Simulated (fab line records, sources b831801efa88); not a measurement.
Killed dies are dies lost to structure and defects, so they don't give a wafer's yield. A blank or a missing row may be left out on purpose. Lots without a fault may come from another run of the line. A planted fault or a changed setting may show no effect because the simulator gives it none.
fab line records | flow gf180mcu
record lots=12 wafers=35 last_day=34
route steps=602 shown V3@432 M4@473 V4@480
lots that met no fault: from a run of the same line without faults
start_h: hours from the record's first day to the start of the lot's first wafer shown | wait_h: hours since the lot's step before | " the same as in the row above | L1.1+2: a row that stands for several wafers | - no value, or no start given | * or withheld: withheld | < > ~ a bound
route shown NAME@n: a module of which the file shows steps, and the number in the route of the first | usual: mean/standard deviation of fault-free wafers | same: alike in all rows | chamber/n: place in a boat | sites: the reading at each site | _std_site: their standard deviation | _edge_site: outer sites' mean less inner sites' | radius_mm: how far each site lies from the wafer's centre | mask NAME#n: copy n | behind: the tool/chamber that last shaped the wafer | hold: why the lot was held/for how many hours/how that ended | device: the transistor (n, p or np) that didn't switch | end of line: the same wafers' tests at the end of the route | a step without rows: its recipe alone | killed: dies lost to structure and defects at the first sort, not the wafer's yield | map: a wafer's dies, x killed, . not, _ none there
set.NAME: the setting as run; set.NAME@STEP: as run at that earlier step | model.NAME: the simulator's own value behind a step, which no gauge read
steps of the route over a sample of lots; a table a step, a row a wafer
services: from which hour (start_h, from the record's first day; less than 0 if before it) a tool's chamber was out of use, for how many hours, and why
## steps
# step GF_V3_THK_MEAS_03
# recipe reads=SiO2_of_V3_CVD_02
# usual V3_CVD_02_THK=854/8.6
# columns lot.wafer tool chamber start_h wait_h V3_CVD_02_THK[nm]
L421.1 film_metro-03 - 497.36 0.0 840
L421.3 " - " " 848
L421.5 " - " " 856
L422.2 film_metro-02 - 501.36 0.0 849
L422.3 " - " " 845
L422.5 " - " " 866
L423.1 film_metro-03 - 503.39 0.0 839
L423.3 " - " " 843
L423.6 " - " " 850
L426.4 film_metro-04 - 533.00 0.0 848
L426.5 " - " " 854
L426.6 " - " " 864
L428.1 film_metro-03 - 558.61 0.0 847
L428.3 " - " " 847
L428.5 " - " " 862
L430.3 film_metro-04 - 569.82 0.1 846
L430.4 " - " " 863
L430.5 " - " " 863
L432.1 film_metro-04 - 591.55 0.0 844
L432.2 " - " " 847
L432.4 " - " " 854
L436.2 film_metro-04 - 620.81 0.0 845
L436.6 " - " " 863
L438.4 film_metro-04 - 633.10 0.1 866
L438.5 " - " " 866
L438.6 " - " " 863
L441.1 film_metro-03 - 647.47 0.0 854
L441.4 " - " " 873
L441.5 " - " " 871
L443.3 film_metro-03 - 665.17 0.1 849
L443.4 " - " " 855
L443.5 " - " " 863
L444.1 film_metro-04 - 665.47 0.0 847
L444.2 " - " " 858
L444.5 " - " " 857
# step GF_M4_STRIP_17
# recipe chemistry=O2/N2 power_w=1400 pressure_mtorr=1500 platen_temp_c=250 o2_flow_sccm=3000 n2_flow_sccm=300 overash_fraction=0.5
# usual drypump_motor_current_A=6.06/0.23 heater_power_w=329/12 oes_product_au=0.536/0.0045 platen_temp_c=250.04/0.18 strip_time_to_endpoint_s=7.36/0.062
# columns lot.wafer tool chamber start_h wait_h drypump_motor_current_A heater_power_w oes_product_au platen_temp_c rf_hours_counter_h strip_time_to_endpoint_s
L421.1 plasma_asher-04 0 546.10 0.1 5.86 342 0.535 250.09 76 7.28
L421.3 " 0 " " 5.86 348 0.539 249.95 - 7.32
L421.5 " 1 " " 6.12 320 0.533 249.80 - 7.28
L422.2 plasma_asher-01 0 549.83 0.1 5.80 332 0.537 249.93 85 7.25
L422.3 " 0 " " 5.78 342 0.529 249.85 - 7.22
L422.5 " 0 " " 5.77 326 0.529 249.60 - 7.26
L423.1 plasma_asher-01 1 551.61 0.1 6.38 322 0.534 250.13 86 7.43
L423.3 " 0 " " 5.78 326 0.542 250.07 - 7.45
L423.6 " 1 " " 6.37 307 0.536 250.08 - 7.41
L426.4 plasma_asher-02 1 578.79 0.1 6.15 333 0.542 250.12 - 7.35
L426.5 " 0 " " 6.05 336 0.531 250.24 - 7.36
L426.6 " 1 " " 6.11 339 0.540 250.23 - 7.39
L428.1 plasma_asher-02 0 602.56 0.1 6.01 332 0.532 250.01 17 7.35
L428.3 " 1 " " 6.14 320 0.533 249.99 - 7.29
L428.5 " 1 " " 6.17 327 0.538 250.03 - 7.33
L430.3 plasma_asher-02 1 614.34 0.1 6.16 326 0.535 250.12 - 7.33
L430.4 " 0 " " 6.05 327 0.540 249.96 - 7.24
L430.5 " 1 " " 6.13 331 0.535 250.26 - 7.33
L432.1 plasma_asher-04 1 634.41 0.1 6.12 319 0.533 249.93 87 7.33
L432.2 " 0 " " 5.86 347 0.540 249.64 87 7.36
L432.4 " 1 " " 6.13 313 0.544 250.16 - 7.38
L436.2 plasma_asher-04 1 662.66 0.1 6.11 318 0.541 249.82 91 7.45
L436.6 " 0 " " 5.86 350 0.539 249.91 - 7.38
L438.4 plasma_asher-04 0 674.34 0.1 5.85 341 0.525 250.19 - 7.25
L438.5 " 1 " " 6.11 313 0.542 250.14 - 7.28
L438.6 " 0 " " 5.86 348 0.539 250.16 - 7.39
L441.1 plasma_asher-04 1 688.31 0.1 6.13 314 0.535 250.07 94 7.32
L441.4 " 0 " " 5.88 349 0.531 249.78 - 7.28
L441.5 " 0 " " 5.87 353 0.534 250.09 - 7.31
L443.3 plasma_asher-02 1 705.37 0.2 6.14 329 0.540 250.20 - 7.38
L443.4 " 0 " " 6.05 336 0.538 249.80 - 7.43
L443.5 " 1 " " 6.18 327 0.543 250.33 - 7.38
L444.1 plasma_asher-01 1 705.79 0.1 6.39 317 0.541 249.97 102 7.39
L444.2 " 0 " " 5.79 333 0.542 250.23 102 7.53
L444.5 " 1 " " 6.38 325 0.546 249.99 - 7.37
# step GF_V4_CMP_04
# recipe material=SiO2 down_force_psi=4 platen_rpm=60 pad_velocity_m_s=0.94248
# usual motor_current_A=13.3/0.82 time_to_endpoint_s=84/5.5
# columns lot.wafer tool chamber start_h wait_h motor_current_A time_to_endpoint_s
L421.3 cmp-02 1 547.12 0.2 13.2 76
L421.1 " 2 " " 13.3 85
L421.5 " 0 " " 14.4 93
L422.3 cmp-01 1 550.64 0.0 13.6 86
L422.2 " 0 " " 12.1 84
L422.5 " 2 " " 13.6 98
L423.3 cmp-02 3 552.40 0.0 12.6 85
L423.1 " 0 " " 14.2 82
L423.6 " 3 " " 12.1 89
L426.4 cmp-01 2 579.55 0.0 13.4 90
L426.5 " 2 " " 14.4 94
L426.6 " 3 " " 12.9 79
L428.1 cmp-01 0 603.35 0.1 11.6 81
L428.3 " 3 " " 12.6 75
L428.5 " 1 " " 12.3 82
L430.3 cmp-02 3 615.25 0.1 12.4 82
L430.4 " 0 " " 14.3 86
L430.5 " 1 " " 13.0 76
L432.4 cmp-02 3 635.28 0.1 12.9 87
L432.1 " 0 " " 14.1 77
L432.2 " 1 " " 13.0 75
L436.2 cmp-01 3 663.71 0.3 12.8 79
L436.6 " 1 " " 14.3 107
L438.4 cmp-02 2 675.67 0.3 13.6 88
L438.5 " 2 " " 13.3 89
L438.6 " 3 " " 12.8 92
L441.4 cmp-02 3 689.20 0.1 12.4 87
L441.1 " 0 " " 13.8 79
L441.5 " 2 " " 13.5 85
L443.4 cmp-02 0 706.19 0.0 13.2 91
L443.3 " 1 " " 13.2 72
L443.5 " 0 " " 14.3 89
L444.2 cmp-02 2 706.64 0.0 14.2 84
L444.1 " 3 " " 12.7 87
L444.5 " 3 " " 12.5 93
# step GF_V4_CD_MEAS_14
# recipe target_cd_nm=260
# usual cd_nm=259.9/1.1
# columns lot.wafer tool chamber start_h wait_h cd_nm
L421.1 cd_sem-01 - 569.13 0.1 260.5
L421.3 " - " " 262.1
L421.5 " - " " 261.1
L422.2 cd_sem-01 - 573.30 0.1 259.3
L422.3 " - " " 259.5
L422.5 " - " " 259.0
L423.1 cd_sem-02 - 575.08 0.1 259.6
L423.3 " - " " 259.0
L423.6 " - " " 259.8
L426.4 cd_sem-02 - 600.92 0.1 260.5
L426.5 " - " " 260.8
L426.6 " - " " 259.9
L428.1 cd_sem-02 - 624.03 0.1 258.1
L428.3 " - " " 259.4
L428.5 " - " " 258.9
L430.3 cd_sem-02 - 635.27 0.1 263.1
L430.4 " - " " 262.1
L430.5 " - " " 262.5
L432.1 cd_sem-02 - 655.48 0.1 258.7
L432.2 " - " " 259.5
L432.4 " - " " 260.3
L436.2 cd_sem-01 - 683.08 0.1 260.3
L436.6 " - " " 259.9
L438.4 cd_sem-02 - 694.94 0.1 259.2
L438.5 " - " " 259.0
L438.6 " - " " 259.9
L441.1 cd_sem-01 - 707.21 0.1 260.4
L441.4 " - " " 259.4
L441.5 " - " " 258.8
L443.3 cd_sem-02 - 724.56 0.1 261.2
L443.4 " - " " 261.1
L443.5 " - " " 261.4
L444.1 cd_sem-01 - 724.81 0.1 259.5
L444.2 " - " " 260.6
L444.5 " - " " 260.2
# step GF_V4_ETCH_17
# recipe chemistry=C4F8/O2/Ar mask_material=KrF target=SiO2 stop_on=TiN source_w=1500 bias_w=1200 pressure_mtorr=40 c4f8_flow_sccm=withheld O2_flow_sccm=6 Ar_flow_sccm=300 time_s=withheld target_depth_a=6300
# usual oes_product_au=0.856/0.0048
# columns lot.wafer tool chamber start_h wait_h oes_product_au
L421.1 rie_diel-04 3 - - 0.857
L421.3 " 1 " " 0.857
L421.5 " 0 " " 0.864
L422.2 rie_diel-04 2 - - 0.845
L422.3 " 1 " " 0.857
L422.5 " 0 " " 0.853
L423.1 rie_diel-04 3 - - 0.850
L423.3 " 0 " " 0.860
L423.6 " 3 " " 0.871
L426.4 rie_diel-04 0 - - 0.857
L426.5 " 3 " " 0.858
L426.6 " 0 " " 0.859
L428.1 rie_diel-01 2 - - 0.859
L428.3 " 3 " " 0.847
L428.5 " 1 " " 0.856
L430.3 rie_diel-04 0 - - 0.851
L430.4 " 1 " " 0.854
L430.5 " 3 " " 0.855
L432.1 rie_diel-01 1 - - 0.858
L432.2 " 0 " " 0.849
L432.4 " 2 " " 0.858
L436.2 rie_diel-01 0 - - 0.853
L436.6 " 1 " " 0.922
L438.4 rie_diel-04 3 - - 0.859
L438.5 " 2 " " 0.855
L438.6 " 3 " " 0.860
L441.1 rie_diel-01 1 - - 0.854
L441.4 " 3 " " 0.860
L441.5 " 1 " " 0.857
L443.3 rie_diel-01 3 - - 0.853
L443.4 " 2 " " 0.852
L443.5 " 2 " " 0.859
L444.1 rie_diel-04 3 - - 0.848
L444.2 " 2 " " 0.864
L444.5 " 1 " " 0.857
## services
# columns tool chamber start_h hours kind
rie_diel-04 1 529.56 3.1 repair
cmp-02 - 531.72 1.3 repair
rie_diel-01 0 536.68 7.5 repair
plasma_asher-02 - 550.72 3.0 repair
rie_diel-01 1 569.55 4.9 repair
cmp-01 - 572.13 4.0 pm
rie_diel-01 2 577.51 8.2 repair
plasma_asher-01 - 582.29 2.9 repair
rie_diel-04 - 590.78 1.1 repair
rie_diel-04 2 596.95 3.9 repair
rie_diel-01 3 600.93 6.2 repair
cmp-02 - 609.13 4.4 repair
cmp-02 - 612.42 1.9 repair
plasma_asher-02 - 620.57 14.6 pm
rie_diel-01 0 620.79 - clean
cmp-01 - 625.43 2.0 repair
cmp-02 - 627.82 0.2 repair
cmp-02 - 631.86 1.9 repair
cmp-01 - 637.40 1.0 repair
plasma_asher-02 - 640.98 33.0 pm
cmp-02 - 661.89 4.4 repair
cmp-01 - 688.13 65.2 repair
plasma_asher-01 - 717.48 14.4 repair
plasma_asher-01 - 724.93 4.2 repair
## key
first_sign step=GF_V4_CMP_04 reading=time_to_endpoint_s direction=up sigmas=4.2 usual=* struck=*
effect step=GF_V4_ETCH_17 reading=oes_product_au direction=up sigmas=14 usual=0.856 struck=0.922
met_at GF_V4_CMP_04
struck_lots L436
struck_wafers L436.6
not_acting_at GF_V3_THK_MEAS_03,GF_M4_STRIP_17,GF_V4_CD_MEAS_14
onset_between 603.35 663.71
fault kind=process_parameter_drift tool=cmp-01 chamber=- onset_h=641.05 steps=GF_V4_CMP_04 channel=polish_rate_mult offset=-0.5 shape=step end_h=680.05 scope=struck_wafers_only
